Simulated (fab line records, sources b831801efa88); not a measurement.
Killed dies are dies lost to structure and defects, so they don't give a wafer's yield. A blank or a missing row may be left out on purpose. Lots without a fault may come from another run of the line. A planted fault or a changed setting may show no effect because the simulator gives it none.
A sampling plan put to the test | flow gf180mcu | one fab line, 49 faults that these records tell of, each judged on the records of the lots that it struck
The plan is the line's own looks: the steps of the route at which a gauge or an inspection reads the wafer and doesn't change it. A look can be judged if struck wafers have a number there and the file gives its usual mean and standard deviation on fault-free wafers. Caught: at a look after the fault's first step, the mean of the struck wafers lies 4 or more of those standard deviations (sigma) from the usual mean. On the tool: the same test on the tool's own readings at the fault's steps. Another recipe on the struck wafers, or a record that is blank for them alone, also counts as caught.

THE FAULTS, as the simulator had put them in
1. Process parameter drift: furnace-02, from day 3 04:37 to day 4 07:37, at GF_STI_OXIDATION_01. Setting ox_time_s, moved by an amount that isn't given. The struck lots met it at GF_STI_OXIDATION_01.
2. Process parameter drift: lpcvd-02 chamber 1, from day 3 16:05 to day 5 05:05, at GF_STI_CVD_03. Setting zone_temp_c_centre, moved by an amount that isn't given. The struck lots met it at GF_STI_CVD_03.
3. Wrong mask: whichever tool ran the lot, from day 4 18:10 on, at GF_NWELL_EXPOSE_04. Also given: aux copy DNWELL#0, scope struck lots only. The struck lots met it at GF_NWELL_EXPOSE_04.
4. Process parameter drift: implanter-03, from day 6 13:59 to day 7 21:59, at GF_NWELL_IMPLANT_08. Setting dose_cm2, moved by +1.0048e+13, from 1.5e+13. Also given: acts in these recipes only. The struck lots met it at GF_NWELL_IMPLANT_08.
5. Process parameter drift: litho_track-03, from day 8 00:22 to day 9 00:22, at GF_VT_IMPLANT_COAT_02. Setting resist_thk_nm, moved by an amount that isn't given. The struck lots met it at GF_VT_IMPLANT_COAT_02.
6. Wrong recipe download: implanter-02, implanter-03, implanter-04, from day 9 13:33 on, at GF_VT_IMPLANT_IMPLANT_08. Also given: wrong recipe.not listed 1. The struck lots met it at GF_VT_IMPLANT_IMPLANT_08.
7. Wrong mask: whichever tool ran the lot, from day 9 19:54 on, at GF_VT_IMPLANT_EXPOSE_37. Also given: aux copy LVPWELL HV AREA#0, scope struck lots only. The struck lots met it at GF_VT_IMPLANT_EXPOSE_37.
8. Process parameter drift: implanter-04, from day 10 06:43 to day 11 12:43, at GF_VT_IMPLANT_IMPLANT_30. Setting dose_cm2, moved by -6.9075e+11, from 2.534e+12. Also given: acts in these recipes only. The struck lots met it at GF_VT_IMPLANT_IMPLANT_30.
9. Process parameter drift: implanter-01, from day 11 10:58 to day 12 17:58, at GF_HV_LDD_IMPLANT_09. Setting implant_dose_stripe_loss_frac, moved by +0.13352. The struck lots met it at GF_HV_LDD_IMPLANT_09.
10. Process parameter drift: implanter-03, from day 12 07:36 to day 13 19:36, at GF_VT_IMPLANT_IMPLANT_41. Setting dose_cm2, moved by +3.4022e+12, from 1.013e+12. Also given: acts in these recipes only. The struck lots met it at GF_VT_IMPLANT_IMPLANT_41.
11. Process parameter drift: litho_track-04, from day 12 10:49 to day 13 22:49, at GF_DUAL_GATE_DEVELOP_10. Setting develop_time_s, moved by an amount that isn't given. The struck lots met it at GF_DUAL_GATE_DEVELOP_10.
12. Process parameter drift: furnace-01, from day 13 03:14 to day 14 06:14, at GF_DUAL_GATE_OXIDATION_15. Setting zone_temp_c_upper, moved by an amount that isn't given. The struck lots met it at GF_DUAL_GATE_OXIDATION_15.
13. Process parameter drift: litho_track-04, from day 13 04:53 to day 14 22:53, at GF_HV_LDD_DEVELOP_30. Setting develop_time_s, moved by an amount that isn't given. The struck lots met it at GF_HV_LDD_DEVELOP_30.
14. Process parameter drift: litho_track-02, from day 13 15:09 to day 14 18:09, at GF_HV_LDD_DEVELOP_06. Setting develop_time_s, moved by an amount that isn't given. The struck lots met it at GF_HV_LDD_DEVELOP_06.
15. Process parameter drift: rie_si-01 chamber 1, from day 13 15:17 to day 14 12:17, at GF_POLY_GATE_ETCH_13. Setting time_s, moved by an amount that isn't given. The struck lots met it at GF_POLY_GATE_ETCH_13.
16. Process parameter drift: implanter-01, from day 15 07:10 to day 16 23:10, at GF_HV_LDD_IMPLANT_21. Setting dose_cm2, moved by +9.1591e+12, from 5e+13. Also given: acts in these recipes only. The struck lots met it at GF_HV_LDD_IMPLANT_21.
17. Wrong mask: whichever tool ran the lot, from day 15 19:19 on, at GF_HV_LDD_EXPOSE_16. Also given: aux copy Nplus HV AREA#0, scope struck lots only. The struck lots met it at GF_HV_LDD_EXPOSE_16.
18. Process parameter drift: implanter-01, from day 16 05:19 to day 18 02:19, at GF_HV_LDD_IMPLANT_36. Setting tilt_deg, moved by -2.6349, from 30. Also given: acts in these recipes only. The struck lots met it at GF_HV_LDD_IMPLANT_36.
19. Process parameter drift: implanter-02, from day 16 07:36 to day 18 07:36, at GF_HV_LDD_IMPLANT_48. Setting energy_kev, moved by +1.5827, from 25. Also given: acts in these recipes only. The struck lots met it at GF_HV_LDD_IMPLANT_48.
20. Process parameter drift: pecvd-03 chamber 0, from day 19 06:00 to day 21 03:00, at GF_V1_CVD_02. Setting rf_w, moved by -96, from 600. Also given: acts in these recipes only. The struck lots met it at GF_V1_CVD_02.
21. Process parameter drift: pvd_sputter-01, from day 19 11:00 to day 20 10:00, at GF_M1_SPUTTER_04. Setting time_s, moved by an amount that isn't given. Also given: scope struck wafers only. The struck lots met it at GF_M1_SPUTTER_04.
22. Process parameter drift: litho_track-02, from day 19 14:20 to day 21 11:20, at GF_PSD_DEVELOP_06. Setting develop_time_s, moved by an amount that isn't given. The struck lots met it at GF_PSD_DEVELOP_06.
23. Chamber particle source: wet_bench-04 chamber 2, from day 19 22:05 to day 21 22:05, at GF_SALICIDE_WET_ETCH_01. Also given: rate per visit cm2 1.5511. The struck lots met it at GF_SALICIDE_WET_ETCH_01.
24. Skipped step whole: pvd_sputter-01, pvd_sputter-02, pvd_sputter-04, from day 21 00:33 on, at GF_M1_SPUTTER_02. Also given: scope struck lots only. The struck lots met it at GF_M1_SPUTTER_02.
25. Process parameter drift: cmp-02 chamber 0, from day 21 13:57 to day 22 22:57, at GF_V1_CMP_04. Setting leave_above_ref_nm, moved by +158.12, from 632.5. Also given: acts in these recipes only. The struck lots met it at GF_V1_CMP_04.
26. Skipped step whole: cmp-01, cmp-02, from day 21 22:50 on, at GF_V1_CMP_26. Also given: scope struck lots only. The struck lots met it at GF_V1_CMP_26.
27. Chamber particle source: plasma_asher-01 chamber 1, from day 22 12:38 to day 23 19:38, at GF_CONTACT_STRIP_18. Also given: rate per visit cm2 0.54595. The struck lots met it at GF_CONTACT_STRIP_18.
28. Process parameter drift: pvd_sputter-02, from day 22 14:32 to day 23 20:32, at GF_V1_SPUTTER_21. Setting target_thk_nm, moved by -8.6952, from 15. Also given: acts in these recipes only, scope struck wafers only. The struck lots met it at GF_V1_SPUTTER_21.
29. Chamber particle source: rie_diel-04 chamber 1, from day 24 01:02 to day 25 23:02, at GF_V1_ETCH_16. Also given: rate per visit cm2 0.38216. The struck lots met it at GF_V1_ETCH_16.
30. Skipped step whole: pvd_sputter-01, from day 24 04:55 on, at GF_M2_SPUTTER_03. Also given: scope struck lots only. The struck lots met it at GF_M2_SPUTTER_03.
31. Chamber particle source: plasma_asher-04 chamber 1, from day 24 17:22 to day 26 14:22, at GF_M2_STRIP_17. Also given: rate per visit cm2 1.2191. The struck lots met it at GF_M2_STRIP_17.
32. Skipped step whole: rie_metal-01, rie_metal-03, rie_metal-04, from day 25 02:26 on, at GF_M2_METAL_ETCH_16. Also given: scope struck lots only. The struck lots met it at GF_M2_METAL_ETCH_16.
33. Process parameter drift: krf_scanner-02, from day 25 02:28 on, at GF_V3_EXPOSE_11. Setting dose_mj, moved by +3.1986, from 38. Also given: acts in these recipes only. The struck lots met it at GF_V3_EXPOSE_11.
34. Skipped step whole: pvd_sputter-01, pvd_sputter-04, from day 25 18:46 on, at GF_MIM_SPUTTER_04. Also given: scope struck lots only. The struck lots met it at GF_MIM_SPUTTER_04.
35. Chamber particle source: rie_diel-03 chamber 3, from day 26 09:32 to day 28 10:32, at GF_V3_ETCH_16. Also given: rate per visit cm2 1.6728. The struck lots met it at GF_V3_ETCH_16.
36. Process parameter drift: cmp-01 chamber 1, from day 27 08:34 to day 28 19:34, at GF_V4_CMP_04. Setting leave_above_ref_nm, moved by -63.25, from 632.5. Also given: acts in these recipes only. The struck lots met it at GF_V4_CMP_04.
37. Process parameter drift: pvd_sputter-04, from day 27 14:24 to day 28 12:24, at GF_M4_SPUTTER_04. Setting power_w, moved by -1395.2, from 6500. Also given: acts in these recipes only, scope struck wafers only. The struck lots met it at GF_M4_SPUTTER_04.
38. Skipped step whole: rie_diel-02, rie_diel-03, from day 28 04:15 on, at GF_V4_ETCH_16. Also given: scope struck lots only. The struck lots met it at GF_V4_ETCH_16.
39. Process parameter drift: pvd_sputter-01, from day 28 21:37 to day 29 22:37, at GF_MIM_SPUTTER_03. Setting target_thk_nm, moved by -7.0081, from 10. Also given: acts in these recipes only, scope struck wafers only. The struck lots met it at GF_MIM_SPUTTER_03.
40. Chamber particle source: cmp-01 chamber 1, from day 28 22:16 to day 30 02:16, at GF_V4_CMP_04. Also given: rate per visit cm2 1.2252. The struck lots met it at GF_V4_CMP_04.
41. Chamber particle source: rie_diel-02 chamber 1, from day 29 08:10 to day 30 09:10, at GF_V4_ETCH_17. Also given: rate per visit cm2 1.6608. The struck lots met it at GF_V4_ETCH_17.
42. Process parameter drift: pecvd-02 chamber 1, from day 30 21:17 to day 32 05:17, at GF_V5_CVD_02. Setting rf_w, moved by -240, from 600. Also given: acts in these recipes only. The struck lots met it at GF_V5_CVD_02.
43. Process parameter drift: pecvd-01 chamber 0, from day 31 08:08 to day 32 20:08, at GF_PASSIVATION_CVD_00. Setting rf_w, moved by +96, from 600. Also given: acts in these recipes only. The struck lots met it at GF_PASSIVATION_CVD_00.
44. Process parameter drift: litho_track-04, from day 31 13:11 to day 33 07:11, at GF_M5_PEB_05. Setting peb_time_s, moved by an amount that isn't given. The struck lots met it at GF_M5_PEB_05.
45. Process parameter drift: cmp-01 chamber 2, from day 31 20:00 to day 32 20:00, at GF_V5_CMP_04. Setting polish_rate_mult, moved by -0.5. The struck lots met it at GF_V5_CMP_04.
46. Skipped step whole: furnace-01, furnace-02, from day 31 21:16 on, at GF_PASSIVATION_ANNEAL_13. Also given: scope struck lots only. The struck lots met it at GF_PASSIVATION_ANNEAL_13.
47. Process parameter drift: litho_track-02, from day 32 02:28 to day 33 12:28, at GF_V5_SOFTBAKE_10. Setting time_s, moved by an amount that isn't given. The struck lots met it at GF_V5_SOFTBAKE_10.
48. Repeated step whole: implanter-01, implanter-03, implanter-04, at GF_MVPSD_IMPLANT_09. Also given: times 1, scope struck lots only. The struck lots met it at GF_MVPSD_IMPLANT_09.
49. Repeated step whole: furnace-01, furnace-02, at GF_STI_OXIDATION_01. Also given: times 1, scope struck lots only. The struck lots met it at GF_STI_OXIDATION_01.

WHAT THE PLAN SAW
fault | on the tool itself                               | first look that catches it                      | reading, sigma                                                        | median hours from its first step to that look | hours from the fault's start to the first struck lot there | judged looks passed uncaught
1     | under 2 sigma                                    | GF_STI_THK_MEAS_02                              | STI_OXIDATION_THK +7.3                                                | 1.4                                           | 4                                                          | 0
2     | spike_tc_centre_C +10 sigma                      | none of the 3 looks that can be judged after it | strongest: STI_CVD_03_THK at GF_STI_THK_MEAS_04, +3.3                 | -                                             | -                                                          | 3
3     | under 2 sigma                                    | GF_NWELL_TW_MEAS_11                             | NWELL_TW -99 or beyond                                                | 7.4                                           | 10                                                         | 0
4     | dose_ions_cm2 +99 or beyond sigma                | GF_NWELL_TW_MEAS_11                             | NWELL_TW +21                                                          | 0.4                                           | 4                                                          | 0
5     | no reading that can be judged                    | no look after it can be judged                  | -                                                                     | -                                             | -                                                          | 0
6     | under 2 sigma                                    | GF_VT_IMPLANT_TW_MEAS_10                        | VT_IMPLANT_TW +99 or beyond                                           | 0.2                                           | 3                                                          | 0
7     | no reading that can be judged                    | GF_VT_IMPLANT_TW_MEAS_43                        | VT_IMPLANT_4_TW -99 or beyond                                         | 8.4                                           | 10                                                         | 0
8     | dose_ions_cm2 -99 or beyond sigma                | GF_VT_IMPLANT_TW_MEAS_32                        | VT_IMPLANT_3_TW -18                                                   | 0.2                                           | 6                                                          | 0
9     | no reading that can be judged                    | GF_HV_LDD_RS_MEAS_53                            | HV_LDD_RS +4.3                                                        | 58.7                                          | 60                                                         | 0
10    | dose_ions_cm2 +99 or beyond sigma                | GF_VT_IMPLANT_TW_MEAS_43                        | VT_IMPLANT_4_TW +99 or beyond                                         | 0.2                                           | 8                                                          | 0
11    | no reading that can be judged                    | none of the 2 looks that can be judged after it | -                                                                     | -                                             | -                                                          | 2
12    | spike_tc_upper_C -34 sigma                       | no look after it can be judged                  | -                                                                     | -                                             | -                                                          | 0
13    | no reading that can be judged                    | GF_HV_LDD_TW_MEAS_38                            | HV_LDD_3_TW -99 or beyond                                             | 1.0                                           | 10                                                         | 0
14    | no reading that can be judged                    | GF_HV_LDD_CD_MEAS_07                            | cd_nm -8.5                                                            | 0.1                                           | 0                                                          | 0
15    | run_length_s -62 sigma                           | no look after it can be judged                  | -                                                                     | -                                             | -                                                          | 0
16    | dose_ions_cm2 +99 or beyond sigma                | GF_HV_LDD_TW_MEAS_23                            | HV_LDD_2_TW +13                                                       | 0.2                                           | 19                                                         | 0
17    | no reading that can be judged                    | GF_HV_LDD_TW_MEAS_23                            | HV_LDD_2_TW -99 or beyond                                             | 11.8                                          | 16                                                         | 0
18    | tilt_deg -99 or beyond sigma                     | no look after it can be judged                  | -                                                                     | -                                             | -                                                          | 0
19    | beam_energy_keV +99 or beyond sigma              | none of the 3 looks that can be judged after it | strongest: HV_LDD_4_TW at GF_HV_LDD_TW_MEAS_50, +2.5                  | -                                             | -                                                          | 3
20    | rf_fwd_power_W -45 sigma                         | not the one look that can be judged after it    | strongest: V1_CVD_02_THK at GF_V1_THK_MEAS_03, -3.9                   | -                                             | -                                                          | 1
21    | under 2 sigma                                    | none of the 7 looks that can be judged after it | -                                                                     | -                                             | -                                                          | 7
22    | under 2 sigma                                    | GF_PSD_TW_MEAS_11                               | PSD_TW -99 or beyond                                                  | 0.5                                           | 8                                                          | 0
23    | under 2 sigma                                    | none of the 2 looks that can be judged after it | -                                                                     | -                                             | -                                                          | 2
24    | the tool's record is blank for the struck wafers | GF_M1_RS_MEAS_05                                | M1_ALCU_RS +99 or beyond                                              | 0.1                                           | 11                                                         | 0
25    | time_to_endpoint_s -10 sigma                     | no look after it can be judged                  | -                                                                     | -                                             | -                                                          | 0
26    | the tool's record is blank for the struck wafers | no look after it can be judged                  | -                                                                     | -                                             | -                                                          | 0
27    | under 2 sigma                                    | none of the 2 looks that can be judged after it | -                                                                     | -                                             | -                                                          | 2
28    | under 2 sigma                                    | no look after it can be judged                  | -                                                                     | -                                             | -                                                          | 0
29    | under 2 sigma                                    | not the one look that can be judged after it    | -                                                                     | -                                             | -                                                          | 1
30    | the tool's record is blank for the struck wafers | no look after it can be judged                  | -                                                                     | -                                             | -                                                          | 0
31    | under 2 sigma                                    | not the one look that can be judged after it    | -                                                                     | -                                             | -                                                          | 1
32    | the tool's record is blank for the struck wafers | no look after it can be judged                  | -                                                                     | -                                             | -                                                          | 0
33    | exposure_dose_mJ_cm2 +16 sigma                   | GF_V3_CD_MEAS_14                                | cd_nm +8.0                                                            | 10.4                                          | 18                                                         | 0
34    | the tool's record is blank for the struck wafers | no look after it can be judged                  | -                                                                     | -                                             | -                                                          | 0
35    | under 2 sigma                                    | not the one look that can be judged after it    | -                                                                     | -                                             | -                                                          | 1
36    | time_to_endpoint_s +5.0 sigma                    | none of the 2 looks that can be judged after it | -                                                                     | -                                             | -                                                          | 2
37    | cathode_dc_power_W -99 or beyond sigma           | none of the 7 looks that can be judged after it | -                                                                     | -                                             | -                                                          | 7
38    | the tool's record is blank for the struck wafers | no look after it can be judged                  | -                                                                     | -                                             | -                                                          | 0
39    | under 2 sigma                                    | no look after it can be judged                  | -                                                                     | -                                             | -                                                          | 0
40    | under 2 sigma                                    | no look after it can be judged                  | -                                                                     | -                                             | -                                                          | 0
41    | under 2 sigma                                    | not the one look that can be judged after it    | -                                                                     | -                                             | -                                                          | 1
42    | rf_fwd_power_W -99 or beyond sigma               | GF_V5_THK_MEAS_03                               | V5_CVD_02_THK -11                                                     | 0.1                                           | 5                                                          | 0
43    | rf_fwd_power_W +41 sigma                         | not the one look that can be judged after it    | strongest: PASSIVATION_CVD_00_THK at GF_PASSIVATION_THK_MEAS_01, +3.8 | -                                             | -                                                          | 1
44    | heater_power_total_W +36 sigma                   | none of the 2 looks that can be judged after it | strongest: cd_nm at GF_M5_CD_MEAS_07, +2.4                            | -                                             | -                                                          | 2
45    | under 2 sigma                                    | not the one look that can be judged after it    | -                                                                     | -                                             | -                                                          | 1
46    | the tool's record is blank for the struck wafers | GF_PASSIVATION_BOW_MEAS_14                      | PASSIVATION_BOW +5.8                                                  | 1.5                                           | 3                                                          | 0
47    | heater_power_total_W +66 sigma                   | not the one look that can be judged after it    | -                                                                     | -                                             | -                                                          | 1
48    | no reading that can be judged                    | GF_MVPSD_TW_MEAS_11                             | MVPSD_TW +6.5                                                         | 0.6                                           | -                                                          | 0
49    | no reading that can be judged                    | GF_STI_THK_MEAS_02                              | STI_OXIDATION_THK +31                                                 | 3.3                                           | -                                                          | 0
A dash: the fault isn't caught, or these records don't give the number.

Caught at a look: 19 of 49. Caught on the tool: 25 of 49. By one or the other: 36 of 49.
Caught on the tool alone: faults 2, 12, 15, 18, 19, 20, 25, 26, 30, 32, 34, 36, 37, 38, 43, 44, 47.
Caught at a look alone: faults 1, 3, 6, 7, 9, 13, 14, 17, 22, 48, 49.
Caught by neither: faults 5, 11, 21, 23, 27, 28, 29, 31, 35, 39, 40, 41, 45.

THINNER SAMPLING
If the look that catches a fault measured only every second or every third lot, by lot number, the first struck lot would be measured this late in the worst case:
fault | struck lots at that look, in order of time | every lot | every second lot | every third lot
1     | L264, L266                                 | 4 h       | may miss all 2   | may miss all 2
3     | L106                                       | 10 h      | may miss it      | may miss it
4     | L215, L219                                 | 4 h       | may miss all 2   | may miss all 2
6     | L423, L424                                 | 3 h       | 7 h              | may miss all 2
7     | L568                                       | 10 h      | may miss it      | may miss it
8     | L747, L749                                 | 6 h       | may miss all 2   | may miss all 2
9     | L846, L847, L848                           | 60 h      | 72 h             | 73 h
10    | L356, L357                                 | 8 h       | 11 h             | may miss all 2
13    | L175, L177                                 | 10 h      | may miss all 2   | may miss all 2
14    | L809, L810, L812                           | 0 h       | 0 h              | may miss all 3
16    | L482, L484                                 | 19 h      | may miss all 2   | may miss all 2
17    | L875                                       | 16 h      | may miss it      | may miss it
22    | L302, L307                                 | 8 h       | 34 h             | may miss all 2
24    | L285, L286, L287                           | 11 h      | 12 h             | 25 h
33    | L777, L781                                 | 18 h      | may miss all 2   | may miss all 2
42    | L602, L606                                 | 5 h       | may miss all 2   | may miss all 2
46    | L219, L221                                 | 3 h       | may miss all 2   | may miss all 2
Hours are from the fault's start to the first struck lot that is measured. The limit of 4 sigma was tested on all struck wafers together, so one lot alone may lie under it. Other struck lots may not be in these records.

THE LONGEST TIMED WAY FROM STEP TO LOOK
Fault 9: a median of 58.7 hours passes between GF_HV_LDD_IMPLANT_09 and GF_HV_LDD_RS_MEAS_53. No look between them can be judged.
